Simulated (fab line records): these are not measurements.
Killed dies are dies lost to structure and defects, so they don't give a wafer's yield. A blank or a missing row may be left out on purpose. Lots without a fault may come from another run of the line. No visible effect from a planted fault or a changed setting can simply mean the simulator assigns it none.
fab line records + flow sky130
[record]
- lots = 6
- wafers = 18
- last-day = 50
route steps=708 shown PWDE@55 NWELL@56
lots that met no fault: taken from a fault-free run of the same line
start-h: the number of hours between the record's first day and the start of the first shown wafer of the lot + wait-h: hours elapsed since this lot's preceding step + " same as the row above + L1.1+2: a single row standing in for several wafers + - no value present, or no start provided + * or withheld: withheld + < > ~ a bound
route shown NAME@n: a module of which the file shows steps, and the number in the route of the first + usual: average and standard deviation across the fault-free wafers + same: alike in all rows + chamber/n: place in a boat + sites: each site's reading + _std_site: standard deviation of those values + _edge_site: outer sites' mean less inner sites' + radius-mm: for every site, how far away it sits from the centre of the wafer + mask NAME#n: copy n + behind: the tool/chamber that last shaped the wafer + hold: why the lot was held/for how many hours/how that ended + device: the n, p or np transistor that did not switch + end of line: at the end of the route, the tests of the same wafers + a step with no rows: only its recipe + killed: at the first sort, the dies lost to defects and structure; wafer yield is something else + map: a wafer's dies, marking killed ones x, the rest . and places with no die _
set.NAME: the setting as run; set.NAME@STEP: as run at that earlier step + model.NAME: the simulator's own value behind a step, which no gauge read
a table for each step, a row for each wafer; lots at some steps of the route
services: when a tool's chamber went out of use (start-h, in hours from the record's first day, below 0 if earlier), for how many hours, and the reason
[[steps]]
[step SKY_PWDE_TW_MEAS_10]
[usual]
- PWDE_TW = 375/3.1
| lot.wafer | tool          | chamber | start-h | wait-h | PWDE_TW |
|-----------|---------------|---------|---------|--------|---------|
| L882.1    | film-metro-02 | -       | 91.07   | 0.1    | 371     |
| L882.2    | "             | -       | "       | "      | 373     |
| L882.3    | "             | -       | "       | "      | 372     |
| L885.3    | film-metro-03 | -       | 108.16  | 0.1    | 378     |
| L885.4    | "             | -       | "       | "      | 379     |
| L885.6    | "             | -       | "       | "      | 377     |
| L891.3    | film-metro-01 | -       | 143.02  | 0.1    | 374     |
| L891.5    | "             | -       | "       | "      | 374     |
| L891.6    | "             | -       | "       | "      | 373     |
| L892.1    | film-metro-01 | -       | 146.88  | 0.1    | 370     |
| L892.3    | "             | -       | "       | "      | 372     |
| L892.6    | "             | -       | "       | "      | 371     |
| L898.2    | film-metro-02 | -       | 178.51  | 0.1    | 371     |
| L898.3    | "             | -       | "       | "      | 370     |
| L898.5    | "             | -       | "       | "      | 372     |
| L901.1    | film-metro-03 | -       | 197.21  | 0.1    | 378     |
| L901.2    | "             | -       | "       | "      | 377     |
| L901.3    | "             | -       | "       | "      | 375     |
[step SKY_NWELL_DEHYDRATE_03]
[recipe]
- temp-c = 200
- time-s = 60
[step SKY_NWELL_HMDS_04]
[recipe]
- prime-time-s = 60
- prime-temp-c = 120
[step SKY_NWELL_COAT_05]
[recipe]
- spin-rpm = 2000
- resist-thk-nm = 3000
[step SKY_NWELL_SOFTBAKE_06]
[recipe]
- temp-c = 110
- time-s = withheld
[step SKY_NWELL_EXPOSE_07]
[recipe]
- mask-id = NWM
- na = 0.6
- source-shape = conventional
- sigma-outer = 0.6
- polarization = unpolarized
- target-cd-nm = 840
- dose-mj = 255
[step SKY_NWELL_PEB_08]
[recipe]
- temp-c = 115
- time-s = withheld
[step SKY_NWELL_DEVELOP_09]
[recipe]
- wall-angle-deg = 90
- developer = TMAH
- develop-time-s = 60
- dev-temp-c = 23
[step SKY_NWELL_OVL_MEAS_10]
[usual]
- NWELL_00_OVL = 0.1/1.2
| lot.wafer | tool       | chamber | start-h | wait-h | NWELL_00_OVL[nm] |
|-----------|------------|---------|---------|--------|------------------|
| L882.1    | overlay-02 | -       | 109.11  | -      | 1.3              |
| L882.2    | "          | -       | "       | "      | -0.1             |
| L882.3    | "          | -       | "       | "      | 0.9              |
| L885.3    | overlay-01 | -       | 125.87  | -      | -0.5             |
| L885.4    | "          | -       | "       | "      | 2.0              |
| L885.6    | "          | -       | "       | "      | 0.3              |
| L891.3    | overlay-02 | -       | 162.72  | -      | 1.9              |
| L891.5    | "          | -       | "       | "      | -0.5             |
| L891.6    | "          | -       | "       | "      | 0.8              |
| L892.1    | overlay-02 | -       | 166.83  | -      | -0.1             |
| L892.3    | "          | -       | "       | "      | 2.0              |
| L892.6    | "          | -       | "       | "      | 0.3              |
| L898.2    | overlay-01 | -       | 199.29  | -      | 1.0              |
| L898.3    | "          | -       | "       | "      | -0.3             |
| L898.5    | "          | -       | "       | "      | -1.4             |
| L901.1    | overlay-02 | -       | 218.43  | -      | -1.6             |
| L901.2    | "          | -       | "       | "      | -1.6             |
| L901.3    | "          | -       | "       | "      | -1.1             |
[step SKY_NWELL_IMPLANT_11]
[recipe]
- species = P
- energy-kev = 400
- dose-cm2 = 1.9e+13
- tilt-deg = withheld
[step SKY_NWELL_IMPLANT_12]
[recipe]
- species = P
- energy-kev = 120
- dose-cm2 = 1.3e+12
- tilt-deg = withheld
[step SKY_NWELL_IMPLANT_13]
[recipe]
- species = P
- energy-kev = 50
- dose-cm2 = 7e+11
- tilt-deg = withheld
[step SKY_NWELL_STRIP_14]
[recipe]
- chemistry = O2/N2
- power-w = 1400
- pressure-mtorr = 1500
- platen-temp-c = withheld
- o2-flow-sccm = 3000
- n2-flow-sccm = 300
- overash-fraction = 0.5
[usual]
- chamber-pressure-mTorr = 1500.1/1.5
- drypump-motor-current-A = 5.7/0.42
- oes-product-au = 0.722/0.0049
- strip-time-to-endpoint-s = 36.93/0.096
| lot.wafer | tool            | chamber | start-h | wait-h | chamber-pressure-mTorr | drypump-motor-current-A | oes-product-au | rf-hours-counter-h | strip-time-to-endpoint-s | model.coat_of_NWELL_COAT_05.thk-nm |
|-----------|-----------------|---------|---------|--------|------------------------|-------------------------|----------------|--------------------|--------------------------|------------------------------------|
| L882.1    | plasma-asher-03 | 0       | 109.60  | 0.1    | 1501.1                 | 5.1                     | 0.737          | 43                 | 36.96                    | 0                                  |
| L882.2    | "               | 1       | "       | "      | 1500.6                 | 6.0                     | 0.715          | 43                 | 37.05                    | 0                                  |
| L882.3    | "               | 0       | "       | "      | 1501.0                 | 5.1                     | 0.726          | -                  | 36.90                    | 0                                  |
| L885.3    | plasma-asher-02 | 1       | 126.38  | 0.1    | 1502.4                 | 5.4                     | 0.718          | -                  | 36.90                    | 0                                  |
| L885.4    | "               | 0       | "       | "      | 1499.8                 | 5.6                     | 0.721          | -                  | 36.87                    | 0                                  |
| L885.6    | "               | 0       | "       | "      | 1500.8                 | 5.6                     | 0.730          | -                  | 36.83                    | 0                                  |
| L891.3    | plasma-asher-01 | 0       | 163.23  | 0.1    | -                      | -                       | -              | -                  | -                        | 3002                               |
| L891.5    | "               | 1       | "       | "      | -                      | -                       | -              | -                  | -                        | 3000                               |
| L891.6    | "               | 0       | "       | "      | -                      | -                       | -              | -                  | -                        | 3000                               |
| L892.1    | plasma-asher-02 | 0       | 167.32  | 0.1    | -                      | -                       | -              | -                  | -                        | 3000                               |
| L892.3    | "               | 0       | "       | "      | -                      | -                       | -              | -                  | -                        | 2999                               |
| L892.6    | "               | 1       | "       | "      | -                      | -                       | -              | -                  | -                        | 3006                               |
| L898.2    | plasma-asher-03 | 0       | 199.77  | 0.1    | 1503.3                 | 5.1                     | 0.725          | 52                 | 36.99                    | 0                                  |
| L898.3    | "               | 0       | "       | "      | 1499.2                 | 5.1                     | 0.725          | -                  | 37.03                    | 0                                  |
| L898.5    | "               | 0       | "       | "      | 1501.7                 | 5.1                     | 0.722          | -                  | 36.97                    | 0                                  |
| L901.1    | plasma-asher-02 | 1       | 218.92  | 0.1    | 1499.0                 | 5.5                     | 0.716          | 10                 | 36.93                    | 0                                  |
| L901.2    | "               | 0       | "       | "      | 1501.3                 | 5.5                     | 0.713          | 10                 | 37.00                    | 0                                  |
| L901.3    | "               | 1       | "       | "      | 1498.3                 | 5.4                     | 0.714          | -                  | 36.85                    | 0                                  |
[step SKY_NWELL_TW_MEAS_15]
[usual]
- NWELL_TW = 1821/15
| lot.wafer | tool          | chamber | start-h | wait-h | NWELL_TW |
|-----------|---------------|---------|---------|--------|----------|
| L882.1    | film-metro-02 | -       | 109.70  | 0.1    | 1806     |
| L882.2    | "             | -       | "       | "      | 1808     |
| L882.3    | "             | -       | "       | "      | 1803     |
| L885.3    | film-metro-03 | -       | 126.47  | 0.1    | 1833     |
| L885.4    | "             | -       | "       | "      | 1829     |
| L885.6    | "             | -       | "       | "      | 1834     |
| L891.3    | film-metro-01 | -       | 163.32  | 0.1    | 1822     |
| L891.5    | "             | -       | "       | "      | 1809     |
| L891.6    | "             | -       | "       | "      | 1817     |
| L892.1    | film-metro-03 | -       | 167.42  | 0.1    | 1853     |
| L892.3    | "             | -       | "       | "      | 1849     |
| L892.6    | "             | -       | "       | "      | 1845     |
| L898.2    | film-metro-03 | -       | 199.88  | 0.1    | 1837     |
| L898.3    | "             | -       | "       | "      | 1840     |
| L898.5    | "             | -       | "       | "      | 1837     |
| L901.1    | film-metro-03 | -       | 219.02  | 0.1    | 1826     |
| L901.2    | "             | -       | "       | "      | 1837     |
| L901.3    | "             | -       | "       | "      | 1830     |
[step SKY_NWELL_DEHYDRATE_16]
[recipe]
- temp-c = 200
- time-s = 60
[step SKY_NWELL_HMDS_17]
[recipe]
- prime-time-s = 60
- prime-temp-c = 120
[step SKY_NWELL_COAT_18]
[recipe]
- spin-rpm = 2000
- resist-thk-nm = 3000
[step SKY_NWELL_SOFTBAKE_19]
[recipe]
- temp-c = 110
- time-s = withheld
[step SKY_NWELL_EXPOSE_20]
[recipe]
- mask-id = NWM_COMPLEMENT
- na = 0.6
- source-shape = conventional
- sigma-outer = 0.6
- polarization = unpolarized
- target-cd-nm = 840
- dose-mj = 260
[step SKY_NWELL_PEB_21]
[recipe]
- temp-c = 115
- time-s = withheld
[step SKY_NWELL_DEVELOP_22]
[recipe]
- wall-angle-deg = 90
- developer = TMAH
- develop-time-s = 60
- dev-temp-c = 23
[step SKY_NWELL_OVL_MEAS_23]
[usual]
- NWELL_01_OVL = -0.5/1.4
| lot.wafer | tool       | chamber | start-h | wait-h | NWELL_01_OVL[nm] |
|-----------|------------|---------|---------|--------|------------------|
| L882.1    | overlay-01 | -       | 128.93  | -      | 1.0              |
| L882.2    | "          | -       | "       | "      | -0.5             |
| L882.3    | "          | -       | "       | "      | -0.1             |
| L885.3    | overlay-01 | -       | 146.19  | -      | 0.4              |
| L885.4    | "          | -       | "       | "      | -1.9             |
| L885.6    | "          | -       | "       | "      | -2.1             |
| L891.3    | overlay-02 | -       | 183.84  | -      | 2.1              |
| L891.5    | "          | -       | "       | "      | 2.2              |
| L891.6    | "          | -       | "       | "      | 2.5              |
| L892.1    | overlay-02 | -       | 188.38  | -      | 1.0              |
| L892.3    | "          | -       | "       | "      | -0.3             |
| L892.6    | "          | -       | "       | "      | -0.2             |
| L898.2    | overlay-01 | -       | 220.87  | -      | 0.2              |
| L898.3    | "          | -       | "       | "      | -1.3             |
| L898.5    | "          | -       | "       | "      | -0.2             |
| L901.1    | overlay-02 | -       | 240.95  | -      | 0.1              |
| L901.2    | "          | -       | "       | "      | -0.4             |
| L901.3    | "          | -       | "       | "      | -0.2             |
[step SKY_NWELL_IMPLANT_24]
[recipe]
- species = B
- energy-kev = 140
- dose-cm2 = 9.2e+12
- tilt-deg = withheld
[step SKY_NWELL_STRIP_25]
[recipe]
- chemistry = O2/N2
- power-w = 1400
- pressure-mtorr = 1500
- platen-temp-c = withheld
- o2-flow-sccm = 3000
- n2-flow-sccm = 300
- overash-fraction = 0.5
[usual]
- chamber-pressure-mTorr = 1500.0/1.4
- drypump-motor-current-A = 5.7/0.39
- oes-product-au = 0.722/0.0045
- strip-time-to-endpoint-s = 36.95/0.11
| lot.wafer | tool            | chamber | start-h | wait-h | chamber-pressure-mTorr | drypump-motor-current-A | oes-product-au | rf-hours-counter-h | strip-time-to-endpoint-s |
|-----------|-----------------|---------|---------|--------|------------------------|-------------------------|----------------|--------------------|--------------------------|
| L882.1    | plasma-asher-03 | 1       | 129.12  | 0.1    | 1498.5                 | 6.0                     | 0.719          | 45                 | 36.93                    |
| L882.2    | "               | 0       | "       | "      | 1499.3                 | 5.2                     | 0.719          | 45                 | 36.91                    |
| L882.3    | "               | 1       | "       | "      | 1500.9                 | 6.0                     | 0.724          | -                  | 36.94                    |
| L885.3    | plasma-asher-01 | 1       | 146.40  | 0.1    | 1500.8                 | 5.5                     | 0.726          | -                  | 36.95                    |
| L885.4    | "               | 0       | "       | "      | 1501.2                 | 6.3                     | 0.724          | -                  | 36.91                    |
| L885.6    | "               | 1       | "       | "      | 1498.7                 | 5.5                     | 0.711          | -                  | 36.86                    |
| L891.3    | plasma-asher-03 | 1       | 184.05  | 0.1    | 1499.1                 | 6.0                     | 0.743          | -                  | 81.19                    |
| L891.5    | "               | 1       | "       | "      | 1498.5                 | 6.0                     | 0.749          | -                  | 81.16                    |
| L891.6    | "               | 0       | "       | "      | 1500.7                 | 5.1                     | 0.739          | -                  | 81.07                    |
| L892.1    | plasma-asher-03 | 0       | 188.57  | 0.1    | 1501.9                 | 5.2                     | 0.738          | 51                 | 81.40                    |
| L892.3    | "               | 1       | "       | "      | 1500.6                 | 6.0                     | 0.743          | -                  | 81.46                    |
| L892.6    | "               | 0       | "       | "      | 1499.9                 | 5.2                     | 0.741          | -                  | 81.52                    |
| L898.2    | plasma-asher-01 | 1       | 221.05  | 0.1    | 1497.0                 | 5.6                     | 0.721          | 40                 | 37.00                    |
| L898.3    | "               | 0       | "       | "      | 1501.8                 | 6.3                     | 0.716          | -                  | 37.02                    |
| L898.5    | "               | 1       | "       | "      | 1500.6                 | 5.5                     | 0.721          | -                  | 37.02                    |
| L901.1    | plasma-asher-02 | 1       | 241.14  | 0.1    | 1502.9                 | 5.5                     | 0.718          | 12                 | 36.94                    |
| L901.2    | "               | 0       | "       | "      | 1499.0                 | 5.6                     | 0.725          | 12                 | 36.96                    |
| L901.3    | "               | 1       | "       | "      | 1498.3                 | 5.5                     | 0.719          | -                  | 36.96                    |
[step SKY_NWELL_TW_MEAS_26]
[usual]
- NWELL_2_TW = 497/4.2
| lot.wafer | tool          | chamber | start-h | wait-h | NWELL_2_TW |
|-----------|---------------|---------|---------|--------|------------|
| L882.1    | film-metro-02 | -       | 129.22  | 0.1    | 494        |
| L882.2    | "             | -       | "       | "      | 495        |
| L882.3    | "             | -       | "       | "      | 492        |
| L885.3    | film-metro-03 | -       | 146.49  | 0.1    | 504        |
| L885.4    | "             | -       | "       | "      | 506        |
| L885.6    | "             | -       | "       | "      | 504        |
| L891.3    | film-metro-02 | -       | 184.14  | 0.1    | 30         |
| L891.5    | "             | -       | "       | "      | 30         |
| L891.6    | "             | -       | "       | "      | 30         |
| L892.1    | film-metro-02 | -       | 188.67  | 0.1    | 30         |
| L892.3    | "             | -       | "       | "      | 30         |
| L892.6    | "             | -       | "       | "      | 30         |
| L898.2    | film-metro-01 | -       | 221.16  | 0.1    | 492        |
| L898.3    | "             | -       | "       | "      | 494        |
| L898.5    | "             | -       | "       | "      | 493        |
| L901.1    | film-metro-02 | -       | 241.24  | 0.1    | 494        |
| L901.2    | "             | -       | "       | "      | 493        |
| L901.3    | "             | -       | "       | "      | 495        |
[step SKY_NWELL_CLEAN_27]
[recipe]
- chemistry = SC1/SC2
- mix = 1:4:20
- temp-c = 70
- time-s = 150
- dry = n2-spin
[[services]]
| tool            | chamber | start-h | hours | kind       |
|-----------------|---------|---------|-------|------------|
| plasma-asher-02 | -       | 108.75  | 9.0   | pm         |
| plasma-asher-02 | 0       | 108.75  | 9.0   | vent-cycle |
| plasma-asher-02 | 1       | 108.75  | 9.0   | vent-cycle |
| plasma-asher-02 | 0       | 117.75  | -     | clean      |
| plasma-asher-02 | 1       | 117.75  | -     | clean      |
| plasma-asher-03 | -       | 124.32  | 2.8   | pm         |
[[key]]
[first-sign]
- step = SKY_NWELL_STRIP_14
- reading = tool-record
- direction = missing
[effect]
- step = SKY_NWELL_STRIP_25
- reading = strip-time-to-endpoint-s
- direction = up
- sigmas = 99+
- usual = *
- struck = *
[effect]
- step = SKY_NWELL_TW_MEAS_26
- reading = NWELL_2_TW
- direction = down
- sigmas = 99+
- usual = 497
- struck = 30
[model-effect]
- step = SKY_NWELL_STRIP_14
- value = coat_of_NWELL_COAT_05.thk-nm
- without = 0
- struck = 3001
met-at SKY_NWELL_STRIP_14
struck-wafers L891.3,L891.5,L891.6,L892.1,L892.3,L892.6
sort-left-out L891.3,L891.5,L891.6,L892.1,L892.3,L892.6
tester-left-out L891,L892
onset-between 126.38 163.23
[fault]
- kind = skipped-step-whole
- tool = plasma-asher-01,plasma-asher-02
- chamber = -
- onset-h = 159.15
- steps = SKY_NWELL_STRIP_14
- scope = struck-lots-only
// tester-left-out: of these lots the tester's yield and bins aren't shown, on N5 and GAA mostly nor the transistor test; their killed dies are dies lost to structure and defects alone, not to doping, threshold or leakage, so they don't give the yield
// sort-left-out: the simulated sort isn't trusted on such a fault, so these wafers' sort isn't shown, and their yield isn't known
